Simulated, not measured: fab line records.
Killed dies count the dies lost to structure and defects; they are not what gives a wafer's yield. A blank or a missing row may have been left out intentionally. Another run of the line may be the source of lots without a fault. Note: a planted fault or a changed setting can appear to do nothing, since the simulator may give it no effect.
Struck lot and sound lot, side by side || flow sfq-line || 13 steps out of a route of 325
Sound: the wafers L215.1, L215.2, L215.4. The struck wafers were L211.3, L211.5, L211.6. Last of all comes the cause.
At each step with rows: each side's tool, then ch and its chambers, then its first start. Under that, the readings that differ: sound wafers || struck wafers || difference of the means || sigmas: that difference in standard deviations of wafers without a fault.
alike: readings whose means differ by less than 2 such deviations, and words and numbers that are the same on both sides. not compared: withheld readings, readings that some wafer has no value for, bounds like >300 that may hide the same value, and numbers for which the record gives no deviation and whose values overlap.
A row with sigmas, a row that says differs or no value, or rows on one side alone: a step with any of these is where the two part. When numbers do not overlap yet have no deviation, they are printed without sigmas and do not part them. Lack of a reading on every wafer of one side parts them only where that side has two or more wafers.

SFQ_I6_OVL_MEAS_942:
  sound on overlay-01 at day 82 21:53; struck on overlay-01 at day 80 16:27
{"reading": "I6_OVL (nm)", "sound": "6 8 5", "struck": "-8 -3 -4", "difference": -11, "sigmas": -2}
SFQ_TRILAYER_I6_VIA_BARC_OPEN_VIA_ETCH_235: etches BARC in O2, target depth 125 nm, time 41.7 s.
  sound on rie-diel-04 ch 0,2,3, day 82 21:55; struck on rie-diel-04 ch 1,2, day 80 16:29
  alike: drypump-motor-current-A, oes-product-au
  not compared: rf-hours-counter-h
SFQ_TRILAYER_I6_VIA_ETCH_VIA_ETCH_172: etches SiO2 in CHF3, stops on Nb, target depth 260 nm.
  sound on rie-diel-04 ch 0,2,3, day 82 21:57; struck on rie-diel-04 ch 1,2, day 80 16:31
  alike: drypump-motor-current-A, oes-product-au
SFQ_TRILAYER_I6_VIA_STRIP_STRIP_173: strips in O2.
  sound on rie-metal-02 ch 1, day 82 22:04; struck on rie-metal-02 ch 0,1, day 80 16:50
  alike: drypump-motor-current-A, oes-product-au
  not compared: rf-hours-counter-h
then, 2 steps without rows for these wafers: SFQ_TRILAYER_I6_VIA_STRIP_SOLV_CLEAN_174 (cleans in NMP, time 600 s); SFQ_TRILAYER_M7_DEP_PRE_CLEAN_176 (time 22.5 s).
SFQ_TRILAYER_M7_DEP_SPUTTER_175: material Nb, target thk 200 nm, time 127.5 s.
  sound on pvd-sputter-05 at day 82 23:28; struck on pvd-sputter-04 at day 80 17:27
  alike: throttle-valve-pct
SFQ_M7_RS_MEAS_943: a four-point-probe measurement.
  sound on film-metro-03 at day 82 23:34; struck on film-metro-01 at day 80 17:35
  alike: M7_NB_RS
then, 3 steps without rows for these wafers: SFQ_TRILAYER_M7_LITHO_COAT_182 (resist thk 62 nm); SFQ_TRILAYER_M7_LITHO_COAT_177 (resist thk 600 nm); SFQ_TRILAYER_M7_LITHO_SOFTBAKE_181.
-- the record jumps here: 4 days lie between the struck wafers' starts before and after --
SFQ_TRILAYER_M7_LITHO_EXPOSE_178: exposes mask M7, target cd 500 nm.
  struck on krf-scanner-02, day 85 01:17; sound on krf-scanner-02 ch 0, day 87 02:05
  no value came back on the struck wafers for exposure-dose-mJ-cm2, focus-offset-nm (nm); on the sound wafers exposure-dose-mJ-cm2 reads 14.405 14.422 14.398
  alike: mask
then, 1 step without rows for these wafers: SFQ_TRILAYER_M7_LITHO_PEB_180 (peb time 60 s).

== WHERE THEY PART ==
Earliest at SFQ_I6_OVL_MEAS_942; latest, in this record, at SFQ_TRILAYER_M7_LITHO_EXPOSE_178.

WHY: the cause the simulator had injected
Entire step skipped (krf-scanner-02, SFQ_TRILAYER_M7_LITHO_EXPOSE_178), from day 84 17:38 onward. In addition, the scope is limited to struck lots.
